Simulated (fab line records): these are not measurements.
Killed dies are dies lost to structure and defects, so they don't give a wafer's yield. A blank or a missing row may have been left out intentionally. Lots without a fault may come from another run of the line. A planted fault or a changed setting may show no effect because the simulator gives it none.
fab line records | flow sfqLine | part 2 of 2: steps 25 to 34 of 34
record lots=5 | wafers=15 | lastDay=75
route steps=325 shown C5@250 M6@251 I6@266 M7@281
lots untouched by any fault: they come from a run of this same line in which no faults occurred
startH: the number of hours between the record's first day and the start of the first shown wafer of the lot | waitH: time in hours since the lot's previous step | " repeats the value in the row above | L1.1+2: one row covering several wafers at once | - no value, or no start was given | * or withheld: withheld | < > ~ a bound
route shown NAME@n: NAME is a module with steps in the file, n the number in the route of the first one | usual: average and standard deviation across the fault-free wafers | same: alike in all rows | chamber/n: place in a boat | sites: readings site by site | _std_site: standard deviation across them | _edge_site: outer sites' mean less inner sites' | radiusMm: for every site, how far away it sits from the centre of the wafer | mask NAME#n: copy n | behind: the tool/chamber that last shaped the wafer | hold: why the lot went on hold/how many hours it stayed there/how the hold came to an end | device: whichever transistor did not switch (one of n, p or np) | end of line: at the end of the route, the tests of the same wafers | a step given without rows: its recipe and nothing more | killed: the dies lost at the first sort to structure and to defects; this is not the yield of the wafer | map: a wafer's dies, marking killed ones x, the rest . and places with no die _
set.NAME: setting as actually run; set.NAME@STEP: the setting as run at that earlier step | model.NAME: the simulator's own value behind a step, which no gauge read
a table for each step, a row for each wafer; lots at some steps of the route
services: a tool's chamber out of use, with start hour (startH, from the record's first day; less than 0 if before it), hours out, and reason
## steps
# step SFQ_TRILAYER_I6_VIA_LITHO_DEVELOP_171
# recipe timeS=60 | resist=KrF
# usual chillPlateTempC=23.01/0.1
lot.wafer | tool          | chamber | startH  | waitH | chillPlateTempC
L080.1    | lithoTrack-01 | 0       | 1450.36 | 0.1   | 23.02
L080.4    | "             | 0       | "       | "     | 23.08
L080.6    | "             | 0       | "       | "     | 22.90
L088.1    | lithoTrack-02 | 0       | 1471.70 | 0.1   | 23.08
L088.3    | "             | 0       | "       | "     | 23.22
L088.6    | "             | 0       | "       | "     | 22.99
L089.2    | lithoTrack-02 | 0       | 1472.92 | 0.1   | 23.09
L089.3    | "             | 0       | "       | "     | 23.01
L089.5    | "             | 0       | "       | "     | 22.97
L093.1    | lithoTrack-03 | 0       | 1601.52 | 0.1   | 23.03
L093.5    | "             | 0       | "       | "     | 22.88
L093.6    | "             | 0       | "       | "     | 22.99
L095.2    | lithoTrack-01 | 0       | 1620.75 | 0.1   | 22.87
L095.4    | "             | 0       | "       | "     | 22.84
L095.5    | "             | 0       | "       | "     | 22.92
# step SFQ_I6_OVL_MEAS_942
# usual I6_OVL=-1/5.4
lot.wafer | tool       | chamber | startH  | waitH | I6_OVL[nm]
L080.1    | overlay-02 | -       | 1450.51 | 0.1   | -4
L080.4    | "          | -       | "       | "     | -5
L080.6    | "          | -       | "       | "     | -3
L088.1    | overlay-01 | -       | 1471.85 | 0.1   | 1
L088.3    | "          | -       | "       | "     | 2
L088.6    | "          | -       | "       | "     | -1
L089.2    | overlay-01 | -       | 1473.05 | 0.1   | -1
L089.3    | "          | -       | "       | "     | 0
L089.5    | "          | -       | "       | "     | 2
L093.1    | overlay-02 | -       | 1601.67 | 0.1   | 3
L093.5    | "          | -       | "       | "     | 1
L093.6    | "          | -       | "       | "     | -1
L095.2    | overlay-01 | -       | 1620.88 | 0.1   | 5
L095.4    | "          | -       | "       | "     | 6
L095.5    | "          | -       | "       | "     | 7
# step SFQ_TRILAYER_I6_VIA_BARC_OPEN_VIA_ETCH_235
# recipe maskMaterial=PR | chemistry=O2 | targetDepthNm=125 | target=BARC | sourceW=500 | biasW=80 | pressureMtorr=30 | timeS=41.7
# usual biasW=80.01/0.24 | drypumpMotorCurrentA=5.7/0.34 | oesProductAu=0.686/0.0047
lot.wafer | tool       | chamber | startH  | waitH | biasW | drypumpMotorCurrentA | oesProductAu | rfHoursCounterH
L080.1    | rieDiel-01 | 0       | 1450.54 | 0.0   | 79.97 | 5.2                  | 0.685        | 11
L080.4    | "          | 3       | "       | "     | 79.64 | 5.4                  | 0.689        | 21
L080.6    | "          | 0       | "       | "     | 79.92 | 5.2                  | 0.686        | -
L088.1    | rieDiel-03 | 0       | 1471.88 | 0.0   | 79.62 | 6.0                  | 0.681        | 15
L088.3    | "          | 2       | "       | "     | 80.15 | 5.5                  | 0.686        | 20
L088.6    | "          | 1       | "       | "     | 79.68 | 5.4                  | 0.690        | -
L089.2    | rieDiel-02 | 0       | 1473.08 | 0.0   | 80.14 | 5.7                  | 0.683        | 13
L089.3    | "          | 3       | "       | "     | 79.92 | 6.0                  | 0.683        | 23
L089.5    | "          | 3       | "       | "     | 80.10 | 6.0                  | 0.684        | -
L093.1    | rieDiel-02 | 2       | 1601.71 | 0.0   | 79.79 | 6.0                  | 0.688        | 20
L093.5    | "          | 3       | "       | "     | 79.95 | 6.0                  | 0.683        | -
L093.6    | "          | 2       | "       | "     | 79.69 | 6.0                  | 0.689        | -
L095.2    | rieDiel-03 | 2       | 1620.91 | 0.0   | 80.19 | 5.5                  | 0.688        | 0
L095.4    | "          | 3       | "       | "     | 80.29 | 6.2                  | 0.681        | 14
L095.5    | "          | 2       | "       | "     | 79.89 | 5.5                  | 0.695        | -
# step SFQ_TRILAYER_I6_VIA_ETCH_VIA_ETCH_172
# recipe target=SiO2 | stopOn=Nb | maskMaterial=PR | taperDeg=20 | chemistry=CHF3 | targetDepthNm=260 | sourceW=500 | biasW=80 | pressureMtorr=30 | timeS=withheld
# usual biasW=80.03/0.23 | drypumpMotorCurrentA=5.7/0.34 | oesProductAu=0.857/0.0057
lot.wafer | tool       | chamber | startH  | waitH | biasW | drypumpMotorCurrentA | oesProductAu
L080.1    | rieDiel-01 | 0       | 1450.58 | 0.0   | 80.20 | 5.2                  | 0.861
L080.4    | "          | 3       | "       | "     | 80.09 | 5.4                  | 0.851
L080.6    | "          | 0       | "       | "     | 79.74 | 5.2                  | 0.849
L088.1    | rieDiel-03 | 0       | 1471.92 | 0.0   | 80.23 | 6.0                  | 0.854
L088.3    | "          | 2       | "       | "     | 80.11 | 5.5                  | 0.859
L088.6    | "          | 1       | "       | "     | 80.44 | 5.4                  | 0.866
L089.2    | rieDiel-02 | 0       | 1473.12 | 0.0   | 79.90 | 5.7                  | 0.848
L089.3    | "          | 3       | "       | "     | 80.42 | 6.0                  | 0.851
L089.5    | "          | 3       | "       | "     | 80.16 | 6.0                  | 0.857
L093.1    | rieDiel-02 | 2       | 1601.75 | 0.0   | 80.25 | 6.0                  | 0.849
L093.5    | "          | 3       | "       | "     | 80.18 | 6.0                  | 0.847
L093.6    | "          | 2       | "       | "     | 80.07 | 6.0                  | 0.850
L095.2    | rieDiel-03 | 2       | 1620.95 | 0.0   | 80.09 | 5.5                  | 0.852
L095.4    | "          | 3       | "       | "     | 79.97 | 6.2                  | 0.857
L095.5    | "          | 2       | "       | "     | 80.35 | 5.5                  | 0.855
# step SFQ_TRILAYER_I6_VIA_STRIP_STRIP_173
# recipe gas=O2 | powerW=200 | platenTempC=40 | overashFraction=0.65 | chemistry=O2 | pressureMtorr=50
# usual drypumpMotorCurrentA=5.89/0.25 | oesProductAu=1.000/0.0076
lot.wafer | tool        | chamber | startH  | waitH | drypumpMotorCurrentA | oesProductAu | rfHoursCounterH
L080.1    | rieMetal-01 | 0       | 1450.69 | -     | 5.76                 | 0.996        | 89
L080.4    | "           | 1       | "       | "     | 5.89                 | 1.000        | -
L080.6    | "           | 1       | "       | "     | 5.87                 | 0.996        | -
L088.1    | rieMetal-01 | 0       | 1472.04 | -     | 5.77                 | 1.005        | 92
L088.3    | "           | 1       | "       | "     | 5.86                 | 0.995        | -
L088.6    | "           | 0       | "       | "     | 5.77                 | 1.001        | -
L089.2    | rieMetal-03 | 1       | 1473.24 | -     | 5.96                 | 0.990        | 149
L089.3    | "           | 0       | "       | "     | 5.89                 | 0.996        | -
L089.5    | "           | 0       | "       | "     | 5.87                 | 1.006        | -
L093.1    | rieMetal-03 | 1       | 1601.86 | -     | 5.97                 | 0.998        | 15
L093.5    | "           | 1       | "       | "     | 5.96                 | 1.006        | -
L093.6    | "           | 1       | "       | "     | 5.96                 | 1.003        | -
L095.2    | rieMetal-01 | 0       | 1621.06 | -     | 5.76                 | 0.997        | 113
L095.4    | "           | 0       | "       | "     | 5.77                 | 0.997        | -
L095.5    | "           | 1       | "       | "     | 5.85                 | 0.993        | -
# step SFQ_TRILAYER_I6_VIA_STRIP_SOLV_CLEAN_174
# recipe chemistry=NMP | tempC=70 | timeS=600
lot.wafer  | tool        | chamber | startH  | waitH
L080.1+4+6 | wetBench-03 | 5,6,0   | 1451.29 | 0.4
L088.1+3+6 | wetBench-03 | 3,4,7   | 1472.64 | 0.4
L089.2+3+5 | wetBench-02 | 4,5,6   | 1473.84 | 0.4
L093.1+5+6 | wetBench-03 | 0,7,2   | 1603.06 | 1.0
L095.2+4+5 | wetBench-02 | 4,5,6   | 1621.66 | 0.4
# step SFQ_TRILAYER_M7_DEP_PRE_CLEAN_176
# recipe gas=Ar | timeS=22.5 | biasV=250
lot.wafer  | tool          | chamber | startH  | waitH
L080.1+4+6 | pvdSputter-04 | -       | 1451.47 | 0.0
L088.1+3+6 | pvdSputter-03 | -       | 1472.81 | 0.0
L089.2+3+5 | pvdSputter-05 | -       | 1474.01 | 0.0
L093.1+5+6 | pvdSputter-03 | -       | 1603.24 | 0.0
L095.2+4+5 | pvdSputter-03 | -       | 1622.01 | 0.0
# step SFQ_TRILAYER_M7_DEP_SPUTTER_175
# recipe material=Nb | basePressurePa=1.33e-06 | chamberPressurePa=0.1333 | substrateTempC=20 | targetThkNm=200 | powerW=2000 | timeS=133.3
# usual throttleValvePct=29.9/0.62
lot.wafer | tool          | chamber | startH  | waitH | throttleValvePct
L080.1    | pvdSputter-04 | -       | 1451.50 | 0.0   | 29.7
L080.4    | "             | -       | "       | "     | 30.8
L080.6    | "             | -       | "       | "     | 30.1
L088.1    | pvdSputter-03 | -       | 1472.84 | 0.0   | 28.9
L088.3    | "             | -       | "       | "     | 29.1
L088.6    | "             | -       | "       | "     | 30.1
L089.2    | pvdSputter-05 | -       | 1474.04 | 0.0   | 29.9
L089.3    | "             | -       | "       | "     | 30.2
L089.5    | "             | -       | "       | "     | 30.0
L093.1    | pvdSputter-03 | -       | 1603.27 | 0.0   | 29.9
L093.5    | "             | -       | "       | "     | 28.9
L093.6    | "             | -       | "       | "     | 29.9
L095.2    | pvdSputter-03 | -       | 1622.04 | 0.0   | 28.6
L095.4    | "             | -       | "       | "     | 29.9
L095.5    | "             | -       | "       | "     | 29.6
# step SFQ_M7_RS_MEAS_943
# recipe thkMeasGauge=four-point-probe | reads=Nb_of_TRILAYER_M7_DEP_SPUTTER_175
# usual M7_NB_RS=0.888/0.0092
lot.wafer | tool         | chamber | startH  | waitH | M7_NB_RS[ohm/sq]
L080.1    | filmMetro-04 | -       | 1451.59 | 0.0   | 0.899
L080.4    | "            | -       | "       | "     | 0.899
L080.6    | "            | -       | "       | "     | 0.887
L088.1    | filmMetro-01 | -       | 1472.93 | 0.0   | 0.891
L088.3    | "            | -       | "       | "     | 0.901
L088.6    | "            | -       | "       | "     | 0.884
L089.2    | filmMetro-03 | -       | 1474.15 | 0.1   | 0.899
L089.3    | "            | -       | "       | "     | 0.896
L089.5    | "            | -       | "       | "     | 0.891
L093.1    | filmMetro-01 | -       | 1603.36 | 0.0   | 0.878
L093.5    | "            | -       | "       | "     | 0.873
L093.6    | "            | -       | "       | "     | 0.875
L095.2    | filmMetro-03 | -       | 1622.15 | 0.1   | 0.899
L095.4    | "            | -       | "       | "     | 0.896
L095.5    | "            | -       | "       | "     | 0.899
# step SFQ_TRILAYER_M7_LITHO_COAT_182
# recipe resist=BARC | spinRpm=3000 | resistThkNm=62
# usual chillPlateTempC=23.00/0.11
lot.wafer | tool          | chamber | startH  | waitH | chillPlateTempC
L080.1    | lithoTrack-01 | 0       | 1451.77 | 0.1   | 23.01
L080.4    | "             | 0       | "       | "     | 22.75
L080.6    | "             | 0       | "       | "     | 22.93
L088.1    | lithoTrack-01 | 0       | 1473.11 | 0.1   | 22.83
L088.3    | "             | 0       | "       | "     | 22.83
L088.6    | "             | 0       | "       | "     | 23.03
L089.2    | lithoTrack-01 | 0       | 1474.36 | 0.1   | 22.80
L089.3    | "             | 0       | "       | "     | 22.91
L089.5    | "             | 0       | "       | "     | 22.88
L093.1    | lithoTrack-02 | 0       | 1603.54 | 0.1   | 22.93
L093.5    | "             | 0       | "       | "     | 22.79
L093.6    | "             | 0       | "       | "     | 22.79
L095.2    | lithoTrack-01 | 0       | 1622.36 | 0.1   | 22.84
L095.4    | "             | 0       | "       | "     | 22.95
L095.5    | "             | 0       | "       | "     | 22.95
## services
tool          | chamber | startH  | hours | kind
wetBench-03   | -       | 1309.36 | 1.9   | pm
rieDiel-03    | -       | 1311.69 | 2.8   | pm
krfScanner-01 | -       | 1312.31 | 1.3   | pm
krfScanner-02 | -       | 1337.83 | 72.0  | pm
wetBench-04   | -       | 1349.34 | 12.2  | repair
rieDiel-02    | 1       | 1350.35 | 6.1   | repair
cmp-02        | -       | 1365.38 | 1.2   | repair
cmp-02        | -       | 1366.57 | 4.7   | pm
cmp-02        | -       | 1379.98 | 0.8   | repair
rieDiel-02    | 3       | 1383.89 | 3.8   | repair
krfScanner-01 | -       | 1388.68 | 1.0   | pm
cmp-02        | -       | 1403.85 | 2.4   | repair
krfScanner-02 | -       | 1409.83 | 1.0   | pm
wetBench-03   | -       | 1434.36 | 4.5   | repair
krfScanner-02 | -       | 1450.21 | 1.3   | pm
wetBench-03   | -       | 1465.17 | 2.1   | repair
rieMetal-01   | 1       | 1531.44 | 5.1   | repair
krfScanner-02 | -       | 1574.92 | 1.0   | pm
rieMetal-03   | -       | 1583.34 | 2.8   | pm
krfScanner-02 | -       | 1586.93 | 0.3   | repair
rieMetal-03   | 0       | 1587.92 | 15.9  | repair
pvdSputter-03 | -       | 1588.15 | 2.1   | repair
pvdSputter-03 | -       | 1589.13 | 0.9   | repair
krfScanner-02 | -       | 1592.85 | 0.8   | pm
